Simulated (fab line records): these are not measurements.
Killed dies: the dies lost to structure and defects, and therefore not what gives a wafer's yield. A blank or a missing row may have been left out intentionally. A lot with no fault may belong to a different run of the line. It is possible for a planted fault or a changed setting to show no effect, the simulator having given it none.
Code-filled problem report in 8D (eight disciplines) form / flow gf180mcu / the parts of the form that need people (team, actions taken, sign-off) are left out

1. PROBLEM STATEMENT
M4_ALCU_RS at GF_M4_RS_MEAS_05 reads a mean of 0.0658 ohm/sq on 1 wafer of 1 lot; wafers without a fault read 0.0696 ohm/sq with a standard deviation of 0.00055. That puts it -6.9 standard deviations away from the usual mean.
The step: measures by four-point-probe.
First observed at day 28 01:44: wafer L629.4, on film-metro-02. The record holds 15 wafers of 5 lots with a number at this step. The rule behind "out" and "out of limits": a value lying over 4 standard deviations away from the usual mean. All remaining wafers that have a number are taken as sound.

2. WHAT IT IS AND WHAT IT IS NOT
question=which readings at this step | is=M4_ALCU_RS | is not=-
question=which lots | is=L629 | is not=L613, L623, L631, L635
question=which wafers of those lots | is=L629.4 | is not=L629.1, L629.5
question=read on which gauges | is=film-metro-02 | is not=film-metro-01, film-metro-04
question=when | is=from day 28 01:44 | is not=up to then (8 sound wafers); but 6 sound wafers of L631, L635 came after

3. THE SUSPECTS, EACH WITH WHAT RULES IT OUT
Counting: if a tool at a process step up to the reading ran every lot that is out, it stays a suspect. Sound lots after the first of them don't rule it out here, since some wafers of a struck lot are sound.
- the gauge at GF_M4_RS_MEAS_05: kept. All the wafers that are out were read on film-metro-02, and no step on other tools shows them out.
- plasma-asher-01 at GF_V3_STRIP_18 (strips in O2/N2): kept. It ran the lot that is out, L629 (day 28 00:17).
- pvd-sputter-04 at GF_V3_SPUTTER_22 (material TiN, target thk 10 nm, time 40 s): kept. The lot that is out, L629, ran on it at day 28 00:53; the last sound lot it ran before that was L623, at day 26 07:40.
- cmp-02 at GF_V3_CMP_26 (polishes, stops on SiO2, t overpolish 15 s, target thk 0 nm): kept. The lot that is out, L629, ran on it at day 28 01:19; the last sound lot it ran before that was L623, at day 26 08:07.
- pvd-sputter-01 at GF_M4_SPUTTER_01 (material TiN, target thk 30 nm, time 25 s): kept. The lot that is out, L629, ran on it at day 28 01:37; the last sound lot it ran before that was L623, at day 26 08:31.
- pvd-sputter-01 at GF_M4_SPUTTER_02 (material AlCu, target thk 450 nm, time 23.9 s): kept. The lot that is out, L629, ran on it at day 28 01:38; the last sound lot it ran before that was L623, at day 26 08:33.
- pvd-sputter-01 at GF_M4_SPUTTER_03 (material Ti, target thk 10 nm, time 6.7 s): kept. The lot that is out, L629, ran on it at day 28 01:40; the last sound lot it ran before that was L623, at day 26 08:35.
- Within plasma-asher-01 at GF_V3_STRIP_18, the wafers that are out were processed in chamber 0 and their sound lot-mates in chamber 1.
- cmp-02, GF_V3_CMP_26: wafers that are out in chamber 2, sound lot-mates in chambers 0, 1.
Left after counting: plasma-asher-01 at GF_V3_STRIP_18, pvd-sputter-04 at GF_V3_SPUTTER_22, cmp-02 at GF_V3_CMP_26, pvd-sputter-01 at GF_M4_SPUTTER_01, pvd-sputter-01 at GF_M4_SPUTTER_02, pvd-sputter-01 at GF_M4_SPUTTER_03, film-metro-02 at GF_M4_RS_MEAS_05.

4. THE CAUSE (what the simulator had put in)
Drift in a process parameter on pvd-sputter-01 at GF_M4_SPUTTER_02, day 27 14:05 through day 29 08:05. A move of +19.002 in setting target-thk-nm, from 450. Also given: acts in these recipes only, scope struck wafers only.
Counting left 7 suspects, and this tool is among them.

5. SEQUENCE OF EFFECTS, ordered by route
One row per reading whose mean, taken over the struck wafers that have a number, lies over 3 standard deviations from the usual. Scope: only readings with a usual standard deviation given in the record; hours: median across lots of the time from each lot's start at the first step in this table that gives one to its start at this step; sigmas: change in usual standard deviations.
hours=0; step=GF_M4_RS_MEAS_05; reading=M4_ALCU_RS; usual=0.0696 ohm/sq; on struck wafers=0.0658; change=-0.0038; sigmas=-6.9
hours=1; step=GF_M4_THK_MEAS_06; reading=M4_ALCU_THK; usual=450 nm; on struck wafers=472; change=+22; sigmas=+5.6

6. WHAT WOULD HAVE CAUGHT IT SOONER
12 hours passed between the start of the fault at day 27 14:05 and the first reading out of limits at a measuring or inspecting step in this record, taken at day 28 01:44.
An alarm limit of 4 standard deviations would not have fired on the tool readings at GF_M4_SPUTTER_02 for which the record gives a usual standard deviation, since none of them was out on any struck wafer.
Lots out: 1; all had begun GF_M4_SPUTTER_02 on pvd-sputter-01 by day 28 01:44. Holding the tool at that point would not have protected any of them.
